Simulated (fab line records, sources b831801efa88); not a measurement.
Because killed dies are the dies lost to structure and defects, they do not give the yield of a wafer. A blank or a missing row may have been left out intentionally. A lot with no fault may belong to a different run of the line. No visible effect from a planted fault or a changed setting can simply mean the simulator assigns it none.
What tool caused it? :: flow sky130 :: Sampling: 24 lots, 72 wafers, 5 of 708 route steps

== WHAT THE GAUGES READ, wafer by wafer ==
SKY_METAL3_OVL_MEAS_14. Usual: METAL3_OVL 1 nm, standard deviation 4.8.
lot: L074
measured: day 40 08:23
on: overlay-01
METAL3_OVL (nm): -3 0 0
flag: 

lot: L075
measured: day 40 08:11
on: overlay-02
METAL3_OVL (nm): 1 0 5
flag: 

lot: L076
measured: day 40 06:32
on: overlay-01
METAL3_OVL (nm): 8 -3 4
flag: 

lot: L077
measured: day 40 09:27
on: overlay-02
METAL3_OVL (nm): -3 10 1
flag: 

lot: L078
measured: day 40 09:06
on: overlay-01
METAL3_OVL (nm): -4 2 1
flag: 

lot: L079
measured: day 40 09:08
on: overlay-01
METAL3_OVL (nm): -6 3 -2
flag: 

lot: L080
measured: day 40 09:47
on: overlay-01
METAL3_OVL (nm): 1 5 8
flag: 

lot: L081
measured: day 40 09:47
on: overlay-02
METAL3_OVL (nm): -1 -2 -2
flag: 

lot: L082
measured: day 41 07:53
on: overlay-01
METAL3_OVL (nm): 2 0 8
flag: 

lot: L083
measured: day 41 06:02
on: overlay-02
METAL3_OVL (nm): -3 1 -10
flag: 

lot: L084
measured: day 42 09:35
on: overlay-02
METAL3_OVL (nm): 0 -2 0
flag: 

lot: L085
measured: day 42 08:47
on: overlay-02
METAL3_OVL (nm): 8 3 10
flag: 

lot: L086
measured: day 42 14:32
on: overlay-01
METAL3_OVL (nm): 2 0 -3
flag: 

lot: L087
measured: day 42 09:48
on: overlay-02
METAL3_OVL (nm): 1 3 3
flag: 

lot: L088
measured: day 43 09:53
on: overlay-02
METAL3_OVL (nm): 0 -3 6
flag: 

lot: L089
measured: day 43 07:05
on: overlay-01
METAL3_OVL (nm): 6 1 1
flag: 

lot: L090
measured: day 43 07:26
on: overlay-02
METAL3_OVL (nm): 2 -9 4
flag: 

lot: L091
measured: day 43 11:54
on: overlay-02
METAL3_OVL (nm): 10 2 7
flag: 

lot: L092
measured: day 43 11:44
on: overlay-01
METAL3_OVL (nm): 7 10 -3
flag: 

lot: L093
measured: day 44 06:47
on: overlay-02
METAL3_OVL (nm): 6 1 1
flag: 

lot: L094
measured: day 44 16:54
on: overlay-02
METAL3_OVL (nm): 1 11 6
flag: 

lot: L095
measured: day 44 14:42
on: overlay-01
METAL3_OVL (nm): 1 0 0
flag: 

lot: L096
measured: day 44 15:10
on: overlay-01
METAL3_OVL (nm): 7 5 11
flag: 

lot: L097
measured: day 44 17:15
on: overlay-02
METAL3_OVL (nm): 3 -7 -2
flag: 

== WHAT TOOL EACH LOT RAN ON (gives the tool, then ch and the chambers of the sampled wafers, and finally the start) ==
lot: L074
SKY_NWELL_STRIP_14: plasma-asher-02 ch 0,1, day 4 19:28
SKY_POLY_CUT_ETCH_11: rie-diel-01 ch 0,2,3, day 25 19:19
SKY_METAL2_SPUTTER_01: pvd-sputter-04, day 35 22:13
SKY_VIA2_CVD_21: cvd-w-02 ch 0,1, day 38 04:46

lot: L075
SKY_NWELL_STRIP_14: plasma-asher-03 ch 0,1, day 5 00:37
SKY_POLY_CUT_ETCH_11: rie-diel-03 ch 1,2, day 25 18:53
SKY_METAL2_SPUTTER_01: pvd-sputter-02, day 35 22:10
SKY_VIA2_CVD_21: cvd-w-01 ch 0,1, day 38 04:33

lot: L076
SKY_NWELL_STRIP_14: plasma-asher-02 ch 0,1, day 5 04:45
SKY_POLY_CUT_ETCH_11: rie-diel-01 ch 1,2,3, day 25 16:40
SKY_METAL2_SPUTTER_01: pvd-sputter-04, day 35 21:52
SKY_VIA2_CVD_21: cvd-w-02 ch 0,1, day 38 03:50

lot: L077
SKY_NWELL_STRIP_14: plasma-asher-02 ch 0,1, day 5 09:37
SKY_POLY_CUT_ETCH_11: rie-diel-02 ch 0,1, day 26 02:19
SKY_METAL2_SPUTTER_01: pvd-sputter-04, day 35 23:01
SKY_VIA2_CVD_21: cvd-w-01 ch 0,1, day 38 05:50

lot: L078
SKY_NWELL_STRIP_14: plasma-asher-01 ch 0,1, day 5 14:52
SKY_POLY_CUT_ETCH_11: rie-diel-02 ch 0,2, day 25 22:55
SKY_METAL2_SPUTTER_01: pvd-sputter-04, day 35 22:34
SKY_VIA2_CVD_21: cvd-w-01 ch 0, day 38 05:08

lot: L079
SKY_NWELL_STRIP_14: plasma-asher-02 ch 0,1, day 5 20:03
SKY_POLY_CUT_ETCH_11: rie-diel-01 ch 1,2, day 26 00:04
SKY_METAL2_SPUTTER_01: pvd-sputter-02, day 35 22:52
SKY_VIA2_CVD_21: cvd-w-02 ch 0,1, day 38 05:26

lot: L080
SKY_NWELL_STRIP_14: plasma-asher-01 ch 1, day 6 01:28
SKY_POLY_CUT_ETCH_11: rie-diel-02 ch 1,3, day 26 13:58
SKY_METAL2_SPUTTER_01: pvd-sputter-02, day 35 23:10
SKY_VIA2_CVD_21: cvd-w-02 ch 0, day 38 05:52

lot: L081
SKY_NWELL_STRIP_14: plasma-asher-01 ch 0,1, day 6 08:18
SKY_POLY_CUT_ETCH_11: rie-diel-03 ch 0,1,2, day 26 14:10
SKY_METAL2_SPUTTER_01: pvd-sputter-04, day 35 23:19
SKY_VIA2_CVD_21: cvd-w-02 ch 0,1, day 38 06:00

lot: L082
SKY_NWELL_STRIP_14: plasma-asher-01 ch 0,1, day 6 14:49
SKY_POLY_CUT_ETCH_11: rie-diel-02 ch 1,2, day 27 11:52
SKY_METAL2_SPUTTER_01: pvd-sputter-02, day 37 00:11
SKY_VIA2_CVD_21: cvd-w-01 ch 0,1, day 39 05:17

lot: L083
SKY_NWELL_STRIP_14: plasma-asher-03 ch 1, day 6 19:27
SKY_POLY_CUT_ETCH_11: rie-diel-02 ch 1,3, day 27 09:04
SKY_METAL2_SPUTTER_01: pvd-sputter-02, day 36 23:18
SKY_VIA2_CVD_21: cvd-w-01 ch 0, day 39 03:22

lot: L084
SKY_NWELL_STRIP_14: plasma-asher-01 ch 0,1, day 7 08:01
SKY_POLY_CUT_ETCH_11: rie-diel-02 ch 0,2,3, day 28 19:49
SKY_METAL2_SPUTTER_01: pvd-sputter-04, day 38 02:45
SKY_VIA2_CVD_21: cvd-w-01 ch 0,1, day 40 07:25

lot: L085
SKY_NWELL_STRIP_14: plasma-asher-03 ch 0,1, day 7 08:19
SKY_POLY_CUT_ETCH_11: rie-diel-01 ch 2,3, day 28 16:22
SKY_METAL2_SPUTTER_01: pvd-sputter-02, day 38 02:21
SKY_VIA2_CVD_21: cvd-w-02 ch 0,1, day 40 07:19

lot: L086
SKY_NWELL_STRIP_14: plasma-asher-03 ch 1, day 7 15:58
SKY_POLY_CUT_ETCH_11: rie-diel-01 ch 1,2,3, day 29 03:52
SKY_METAL2_SPUTTER_01: pvd-sputter-04, day 38 07:07
SKY_VIA2_CVD_21: cvd-w-02 ch 0,1, day 40 12:32

lot: L087
SKY_NWELL_STRIP_14: plasma-asher-01 ch 0,1, day 7 22:56
SKY_POLY_CUT_ETCH_11: rie-diel-02 ch 0,1, day 29 01:13
SKY_METAL2_SPUTTER_01: pvd-sputter-02, day 38 03:55
SKY_VIA2_CVD_21: cvd-w-02 ch 0,1, day 40 08:07

lot: L088
SKY_NWELL_STRIP_14: plasma-asher-03 ch 0,1, day 8 04:49
SKY_POLY_CUT_ETCH_11: rie-diel-03 ch 0,1,2, day 29 19:43
SKY_METAL2_SPUTTER_01: pvd-sputter-04, day 39 05:05
SKY_VIA2_CVD_21: cvd-w-02 ch 0,1, day 41 08:57

lot: L089
SKY_NWELL_STRIP_14: plasma-asher-01 ch 0,1, day 8 05:48
SKY_POLY_CUT_ETCH_11: rie-diel-03 ch 0,1,3, day 29 16:16
SKY_METAL2_SPUTTER_01: pvd-sputter-01, day 39 04:19
SKY_VIA2_CVD_21: cvd-w-02 ch 0,1, day 41 06:42

lot: L090
SKY_NWELL_STRIP_14: plasma-asher-01 ch 0,1, day 8 11:19
SKY_POLY_CUT_ETCH_11: rie-diel-01 ch 0,1,3, day 29 16:43
SKY_METAL2_SPUTTER_01: pvd-sputter-02, day 39 04:29
SKY_VIA2_CVD_21: cvd-w-01 ch 0,1, day 41 07:03

lot: L091
SKY_NWELL_STRIP_14: plasma-asher-02 ch 0,1, day 8 16:57
SKY_POLY_CUT_ETCH_11: rie-diel-01 ch 0,1,2, day 30 05:18
SKY_METAL2_SPUTTER_01: pvd-sputter-02, day 39 06:37
SKY_VIA2_CVD_21: cvd-w-02 ch 0,1, day 41 10:54

lot: L092
SKY_NWELL_STRIP_14: plasma-asher-03 ch 0,1, day 8 22:46
SKY_POLY_CUT_ETCH_11: rie-diel-03 ch 1,2,3, day 30 02:31
SKY_METAL2_SPUTTER_01: pvd-sputter-01, day 39 06:07
SKY_VIA2_CVD_21: cvd-w-01 ch 0,1, day 41 10:30

lot: L093
SKY_NWELL_STRIP_14: plasma-asher-03 ch 0,1, day 9 03:39
SKY_POLY_CUT_ETCH_11: rie-diel-03 ch 1,3, day 30 10:19
SKY_METAL2_SPUTTER_01: pvd-sputter-04, day 40 04:34
SKY_VIA2_CVD_21: cvd-w-02 ch 1, day 42 06:47

lot: L094
SKY_NWELL_STRIP_14: plasma-asher-01 ch 0,1, day 9 11:39
SKY_POLY_CUT_ETCH_11: rie-diel-03 ch 1,2,3, day 31 17:22
SKY_METAL2_SPUTTER_01: pvd-sputter-01, day 40 15:05
SKY_VIA2_CVD_21: cvd-w-01 ch 0, day 42 16:47

lot: L095
SKY_NWELL_STRIP_14: plasma-asher-02 ch 0,1, day 9 16:29
SKY_POLY_CUT_ETCH_11: rie-diel-03 ch 0,1,3, day 31 16:19
SKY_METAL2_SPUTTER_01: pvd-sputter-04, day 40 13:53
SKY_VIA2_CVD_21: cvd-w-01 ch 0,1, day 42 15:40

lot: L096
SKY_NWELL_STRIP_14: plasma-asher-02 ch 0,1, day 10 01:11
SKY_POLY_CUT_ETCH_11: rie-diel-03 ch 0,1,2, day 31 17:16
SKY_METAL2_SPUTTER_01: pvd-sputter-01, day 40 14:39
SKY_VIA2_CVD_21: cvd-w-02 ch 0,1, day 42 15:59

lot: L097
SKY_NWELL_STRIP_14: plasma-asher-01 ch 0,1, day 10 08:16
SKY_POLY_CUT_ETCH_11: rie-diel-03 ch 1,2, day 31 21:46
SKY_METAL2_SPUTTER_01: pvd-sputter-04, day 40 15:33
SKY_VIA2_CVD_21: cvd-w-02 ch 0, day 42 17:45
- SKY_NWELL_STRIP_14: strips in O2/N2.
- SKY_POLY_CUT_ETCH_11: etches Si3N4 in CF4/CH2F2/Ar, stops on poly-Si, time 42.5 s, target depth 60 nm.
- SKY_METAL2_SPUTTER_01: material TiN, target thk 20 nm, time 16.7 s.
- SKY_VIA2_CVD_21: deposits W, target thk 420 nm, time 126.4 s.

== AS READ BY THE TOOLS THEMSELVES (means over the sampled wafers that have a number; for cases with no such wafer, the mark the record gives instead) ==
SKY_NWELL_STRIP_14. Usual: chamber-pressure-mTorr 1499.9 mTorr, standard deviation 1.4; drypump-motor-current-A 5.7 A, standard deviation 0.31; oes-product-au 0.723 a.u., standard deviation 0.0045; strip-time-to-endpoint-s 36.95 s, standard deviation 0.087.
lot: L074
tool: plasma-asher-02
chamber-pressure-mTorr (mTorr): 1499.2
drypump-motor-current-A (A): 5.6
oes-product-au (a.u.): 0.724
strip-time-to-endpoint-s (s): 36.84
flag: 

lot: L075
tool: plasma-asher-03
chamber-pressure-mTorr (mTorr): 1499.8
drypump-motor-current-A (A): 5.5
oes-product-au (a.u.): 0.719
strip-time-to-endpoint-s (s): 36.88
flag: 

lot: L076
tool: plasma-asher-02
chamber-pressure-mTorr (mTorr): 1500.2
drypump-motor-current-A (A): 5.6
oes-product-au (a.u.): 0.726
strip-time-to-endpoint-s (s): 36.93
flag: 

lot: L077
tool: plasma-asher-02
chamber-pressure-mTorr (mTorr): 1499.3
drypump-motor-current-A (A): 5.9
oes-product-au (a.u.): 0.726
strip-time-to-endpoint-s (s): 37.05
flag: 

lot: L078
tool: plasma-asher-01
chamber-pressure-mTorr (mTorr): 1499.1
drypump-motor-current-A (A): 5.7
oes-product-au (a.u.): 0.721
strip-time-to-endpoint-s (s): 36.98
flag: 

lot: L079
tool: plasma-asher-02
chamber-pressure-mTorr (mTorr): 1499.9
drypump-motor-current-A (A): 5.9
oes-product-au (a.u.): 0.726
strip-time-to-endpoint-s (s): 36.97
flag: 

lot: L080
tool: plasma-asher-01
chamber-pressure-mTorr (mTorr): 1500.8
drypump-motor-current-A (A): 5.7
oes-product-au (a.u.): 0.720
strip-time-to-endpoint-s (s): 36.89
flag: 

lot: L081
tool: plasma-asher-01
chamber-pressure-mTorr (mTorr): 1499.6
drypump-motor-current-A (A): 5.7
oes-product-au (a.u.): 0.721
strip-time-to-endpoint-s (s): 36.90
flag: 

lot: L082
tool: plasma-asher-01
chamber-pressure-mTorr (mTorr): 1499.9
drypump-motor-current-A (A): 5.7
oes-product-au (a.u.): 0.720
strip-time-to-endpoint-s (s): 36.94
flag: 

lot: L083
tool: plasma-asher-03
chamber-pressure-mTorr (mTorr): 1500.3
drypump-motor-current-A (A): 5.3
oes-product-au (a.u.): 0.719
strip-time-to-endpoint-s (s): 36.99
flag: 

lot: L084
tool: plasma-asher-01
chamber-pressure-mTorr (mTorr): 1500.5
drypump-motor-current-A (A): 5.8
oes-product-au (a.u.): 0.726
strip-time-to-endpoint-s (s): 37.04
flag: 

lot: L085
tool: plasma-asher-03
chamber-pressure-mTorr (mTorr): 1501.3
drypump-motor-current-A (A): 5.8
oes-product-au (a.u.): 0.726
strip-time-to-endpoint-s (s): 37.04
flag: 

lot: L086
tool: plasma-asher-03
chamber-pressure-mTorr (mTorr): 1500.3
drypump-motor-current-A (A): 5.3
oes-product-au (a.u.): 0.719
strip-time-to-endpoint-s (s): 36.92
flag: 

lot: L087
tool: plasma-asher-01
chamber-pressure-mTorr (mTorr): 1500.9
drypump-motor-current-A (A): 5.8
oes-product-au (a.u.): 0.721
strip-time-to-endpoint-s (s): 37.11
flag: 

lot: L088
tool: plasma-asher-03
chamber-pressure-mTorr (mTorr): 1499.1
drypump-motor-current-A (A): 5.8
oes-product-au (a.u.): 0.726
strip-time-to-endpoint-s (s): 36.94
flag: 

lot: L089
tool: plasma-asher-01
chamber-pressure-mTorr (mTorr): 1499.4
drypump-motor-current-A (A): 5.7
oes-product-au (a.u.): 0.722
strip-time-to-endpoint-s (s): 37.00
flag: 

lot: L090
tool: plasma-asher-01
chamber-pressure-mTorr (mTorr): 1498.9
drypump-motor-current-A (A): 5.7
oes-product-au (a.u.): 0.724
strip-time-to-endpoint-s (s): 36.97
flag: 

lot: L091
tool: plasma-asher-02
chamber-pressure-mTorr (mTorr): 1499.2
drypump-motor-current-A (A): 5.8
oes-product-au (a.u.): 0.726
strip-time-to-endpoint-s (s): 36.97
flag: 

lot: L092
tool: plasma-asher-03
chamber-pressure-mTorr (mTorr): 1499.7
drypump-motor-current-A (A): 5.8
oes-product-au (a.u.): 0.717
strip-time-to-endpoint-s (s): 36.94
flag: 

lot: L093
tool: plasma-asher-03
chamber-pressure-mTorr (mTorr): 1500.2
drypump-motor-current-A (A): 5.5
oes-product-au (a.u.): 0.723
strip-time-to-endpoint-s (s): 36.94
flag: 

lot: L094
tool: plasma-asher-01
chamber-pressure-mTorr (mTorr): 1501.5
drypump-motor-current-A (A): 5.8
oes-product-au (a.u.): 0.723
strip-time-to-endpoint-s (s): 36.85
flag: 

lot: L095
tool: plasma-asher-02
chamber-pressure-mTorr (mTorr): 1500.5
drypump-motor-current-A (A): 5.9
oes-product-au (a.u.): 0.726
strip-time-to-endpoint-s (s): 36.94
flag: 

lot: L096
tool: plasma-asher-02
chamber-pressure-mTorr (mTorr): 1500.5
drypump-motor-current-A (A): 5.6
oes-product-au (a.u.): 0.722
strip-time-to-endpoint-s (s): 36.97
flag: 

lot: L097
tool: plasma-asher-01
chamber-pressure-mTorr (mTorr): 1499.8
drypump-motor-current-A (A): 5.7
oes-product-au (a.u.): 0.721
strip-time-to-endpoint-s (s): 36.82
flag: 

SKY_POLY_CUT_ETCH_11. Usual: cf4-flow-sccm 40.01 sccm, standard deviation 0.12; chamber-pressure-mTorr 40.00 mTorr, standard deviation 0.037; drypump-motor-current-A 5.8 A, standard deviation 0.45; oes-product-au 0.828 a.u., standard deviation 0.0064; throttle-valve-pct 14.993 %, standard deviation 0.0088.
lot: L074
tool: rie-diel-01
cf4-flow-sccm (sccm): 40.12
chamber-pressure-mTorr (mTorr): 39.99
drypump-motor-current-A (A): 5.9
oes-product-au (a.u.): 0.840
throttle-valve-pct (%): 14.989
flag: 

lot: L075
tool: rie-diel-03
cf4-flow-sccm (sccm): 40.06
chamber-pressure-mTorr (mTorr): 40.01
drypump-motor-current-A (A): 5.5
oes-product-au (a.u.): 0.833
throttle-valve-pct (%): 14.990
flag: 

lot: L076
tool: rie-diel-01
cf4-flow-sccm (sccm): 39.90
chamber-pressure-mTorr (mTorr): 40.00
drypump-motor-current-A (A): 5.7
oes-product-au (a.u.): 0.833
throttle-valve-pct (%): 14.999
flag: 

lot: L077
tool: rie-diel-02
cf4-flow-sccm (sccm): 40.10
chamber-pressure-mTorr (mTorr): 40.00
drypump-motor-current-A (A): 6.5
oes-product-au (a.u.): 0.824
throttle-valve-pct (%): 14.990
flag: 

lot: L078
tool: rie-diel-02
cf4-flow-sccm (sccm): 40.03
chamber-pressure-mTorr (mTorr): 39.97
drypump-motor-current-A (A): 5.3
oes-product-au (a.u.): 0.829
throttle-valve-pct (%): 14.994
flag: 

lot: L079
tool: rie-diel-01
cf4-flow-sccm (sccm): 40.06
chamber-pressure-mTorr (mTorr): 40.01
drypump-motor-current-A (A): 5.6
oes-product-au (a.u.): 0.823
throttle-valve-pct (%): 14.983
flag: 

lot: L080
tool: rie-diel-02
cf4-flow-sccm (sccm): 40.08
chamber-pressure-mTorr (mTorr): 40.00
drypump-motor-current-A (A): 6.6
oes-product-au (a.u.): 0.828
throttle-valve-pct (%): 14.985
flag: 

lot: L081
tool: rie-diel-03
cf4-flow-sccm (sccm): 40.05
chamber-pressure-mTorr (mTorr): 40.02
drypump-motor-current-A (A): 5.6
oes-product-au (a.u.): 0.823
throttle-valve-pct (%): 14.993
flag: 

lot: L082
tool: rie-diel-02
cf4-flow-sccm (sccm): 39.99
chamber-pressure-mTorr (mTorr): 39.98
drypump-motor-current-A (A): 5.5
oes-product-au (a.u.): 0.827
throttle-valve-pct (%): 14.995
flag: 

lot: L083
tool: rie-diel-02
cf4-flow-sccm (sccm): 39.95
chamber-pressure-mTorr (mTorr): 39.99
drypump-motor-current-A (A): 6.6
oes-product-au (a.u.): 0.828
throttle-valve-pct (%): 15.000
flag: 

lot: L084
tool: rie-diel-02
cf4-flow-sccm (sccm): 39.99
chamber-pressure-mTorr (mTorr): 40.02
drypump-motor-current-A (A): 5.8
oes-product-au (a.u.): 0.831
throttle-valve-pct (%): 14.995
flag: 

lot: L085
tool: rie-diel-01
cf4-flow-sccm (sccm): 40.04
chamber-pressure-mTorr (mTorr): 40.00
drypump-motor-current-A (A): 5.8
oes-product-au (a.u.): 0.828
throttle-valve-pct (%): 15.000
flag: 

lot: L086
tool: rie-diel-01
cf4-flow-sccm (sccm): 40.04
chamber-pressure-mTorr (mTorr): 40.02
drypump-motor-current-A (A): 5.7
oes-product-au (a.u.): 0.819
throttle-valve-pct (%): 14.992
flag: 

lot: L087
tool: rie-diel-02
cf4-flow-sccm (sccm): 40.09
chamber-pressure-mTorr (mTorr): 40.01
drypump-motor-current-A (A): 6.4
oes-product-au (a.u.): 0.821
throttle-valve-pct (%): 14.991
flag: 

lot: L088
tool: rie-diel-03
cf4-flow-sccm (sccm): 40.00
chamber-pressure-mTorr (mTorr): 40.00
drypump-motor-current-A (A): 5.6
oes-product-au (a.u.): 0.829
throttle-valve-pct (%): 15.000
flag: 

lot: L089
tool: rie-diel-03
cf4-flow-sccm (sccm): 40.03
chamber-pressure-mTorr (mTorr): 40.00
drypump-motor-current-A (A): 5.7
oes-product-au (a.u.): 0.834
throttle-valve-pct (%): 14.985
flag: 

lot: L090
tool: rie-diel-01
cf4-flow-sccm (sccm): 39.95
chamber-pressure-mTorr (mTorr): 40.05
drypump-motor-current-A (A): 5.9
oes-product-au (a.u.): 0.828
throttle-valve-pct (%): 14.981
flag: 

lot: L091
tool: rie-diel-01
cf4-flow-sccm (sccm): 40.13
chamber-pressure-mTorr (mTorr): 40.03
drypump-motor-current-A (A): 5.8
oes-product-au (a.u.): 0.828
throttle-valve-pct (%): 14.994
flag: 

lot: L092
tool: rie-diel-03
cf4-flow-sccm (sccm): 40.04
chamber-pressure-mTorr (mTorr): 40.01
drypump-motor-current-A (A): 5.6
oes-product-au (a.u.): 0.827
throttle-valve-pct (%): 14.999
flag: 

lot: L093
tool: rie-diel-03
cf4-flow-sccm (sccm): 39.89
chamber-pressure-mTorr (mTorr): 39.98
drypump-motor-current-A (A): 5.7
oes-product-au (a.u.): 0.830
throttle-valve-pct (%): 14.996
flag: 

lot: L094
tool: rie-diel-03
cf4-flow-sccm (sccm): 40.08
chamber-pressure-mTorr (mTorr): 39.97
drypump-motor-current-A (A): 5.6
oes-product-au (a.u.): 0.827
throttle-valve-pct (%): 14.990
flag: 

lot: L095
tool: rie-diel-03
cf4-flow-sccm (sccm): 39.95
chamber-pressure-mTorr (mTorr): 39.98
drypump-motor-current-A (A): 5.7
oes-product-au (a.u.): 0.824
throttle-valve-pct (%): 14.996
flag: 

lot: L096
tool: rie-diel-03
cf4-flow-sccm (sccm): 40.04
chamber-pressure-mTorr (mTorr): 39.98
drypump-motor-current-A (A): 5.6
oes-product-au (a.u.): 0.838
throttle-valve-pct (%): 14.985
flag: 

lot: L097
tool: rie-diel-03
cf4-flow-sccm (sccm): 39.93
chamber-pressure-mTorr (mTorr): 40.00
drypump-motor-current-A (A): 5.5
oes-product-au (a.u.): 0.824
throttle-valve-pct (%): 14.992
flag: 

SKY_METAL2_SPUTTER_01. Usual: 30.0 % for throttle-valve-pct, sd 1.1.
lot: L074
tool: pvd-sputter-04
throttle-valve-pct (%): 30.4
flag: 

lot: L075
tool: pvd-sputter-02
throttle-valve-pct (%): 30.8
flag: 

lot: L076
tool: pvd-sputter-04
throttle-valve-pct (%): 29.4
flag: 

lot: L077
tool: pvd-sputter-04
throttle-valve-pct (%): 30.3
flag: 

lot: L078
tool: pvd-sputter-04
throttle-valve-pct (%): 28.9
flag: 

lot: L079
tool: pvd-sputter-02
throttle-valve-pct (%): 30.7
flag: 

lot: L080
tool: pvd-sputter-02
throttle-valve-pct (%): 30.7
flag: 

lot: L081
tool: pvd-sputter-04
throttle-valve-pct (%): 31.0
flag: 

lot: L082
tool: pvd-sputter-02
throttle-valve-pct (%): 29.7
flag: 

lot: L083
tool: pvd-sputter-02
throttle-valve-pct (%): 30.1
flag: 

lot: L084
tool: pvd-sputter-04
throttle-valve-pct (%): 29.3
flag: 

lot: L085
tool: pvd-sputter-02
throttle-valve-pct (%): 29.9
flag: 

lot: L086
tool: pvd-sputter-04
throttle-valve-pct (%): 29.9
flag: 

lot: L087
tool: pvd-sputter-02
throttle-valve-pct (%): 30.0
flag: 

lot: L088
tool: pvd-sputter-04
throttle-valve-pct (%): 29.9
flag: 

lot: L089
tool: pvd-sputter-01
throttle-valve-pct (%): 28.5
flag: 

lot: L090
tool: pvd-sputter-02
throttle-valve-pct (%): 30.3
flag: 

lot: L091
tool: pvd-sputter-02
throttle-valve-pct (%): 30.9
flag: 

lot: L092
tool: pvd-sputter-01
throttle-valve-pct (%): 29.0
flag: 

lot: L093
tool: pvd-sputter-04
throttle-valve-pct (%): 29.3
flag: 

lot: L094
tool: pvd-sputter-01
throttle-valve-pct (%): 29.1
flag: 

lot: L095
tool: pvd-sputter-04
throttle-valve-pct (%): 29.5
flag: 

lot: L096
tool: pvd-sputter-01
throttle-valve-pct (%): 29.1
flag: 

lot: L097
tool: pvd-sputter-04
throttle-valve-pct (%): 30.9
flag: 

SKY_VIA2_CVD_21. Usual: 923 W for heater-power-w, sd 87.
lot: L074
tool: cvd-w-02
heater-power-w (W): 1021
flag: 

lot: L075
tool: cvd-w-01
heater-power-w (W): 838
flag: 

lot: L076
tool: cvd-w-02
heater-power-w (W): 991
flag: 

lot: L077
tool: cvd-w-01
heater-power-w (W): 846
flag: 

lot: L078
tool: cvd-w-01
heater-power-w (W): 968
flag: 

lot: L079
tool: cvd-w-02
heater-power-w (W): 1010
flag: 

lot: L080
tool: cvd-w-02
heater-power-w (W): 1019
flag: 

lot: L081
tool: cvd-w-02
heater-power-w (W): 1024
flag: 

lot: L082
tool: cvd-w-01
heater-power-w (W): 910
flag: 

lot: L083
tool: cvd-w-01
heater-power-w (W): 977
flag: 

lot: L084
tool: cvd-w-01
heater-power-w (W): 855
flag: 

lot: L085
tool: cvd-w-02
heater-power-w (W): 968
flag: 

lot: L086
tool: cvd-w-02
heater-power-w (W): 914
flag: 

lot: L087
tool: cvd-w-02
heater-power-w (W): 974
flag: 

lot: L088
tool: cvd-w-02
heater-power-w (W): 937
flag: 

lot: L089
tool: cvd-w-02
heater-power-w (W): 921
flag: 

lot: L090
tool: cvd-w-01
heater-power-w (W): 899
flag: 

lot: L091
tool: cvd-w-02
heater-power-w (W): 970
flag: 

lot: L092
tool: cvd-w-01
heater-power-w (W): 909
flag: 

lot: L093
tool: cvd-w-02
heater-power-w (W): 885
flag: 

lot: L094
tool: cvd-w-01
heater-power-w (W): 992
flag: 

lot: L095
tool: cvd-w-01
heater-power-w (W): 908
flag: 

lot: L096
tool: cvd-w-02
heater-power-w (W): 926
flag: 

lot: L097
tool: cvd-w-02
heater-power-w (W): 994
flag: 

== THE ANSWER, worked out from the rows above alone ==
Rule: a lot is off if the mean of its wafers that have a number lies more than 3 standard deviations from the usual mean. A lot without any number at a reading at which 4 lots or more have one is off too. The other lots that the step has rows for count as sound. Order of review: gauges by route order, followed by the tools' own readings, for which a lot's mean as printed above is used. At the first step where some lot is off, the reading lying furthest off is the one used; lots without a number count as furthest.
Nothing can be told from this: no lot is off at any reading shown.

== WHAT WAS PUT IN BY THE SIMULATOR ==
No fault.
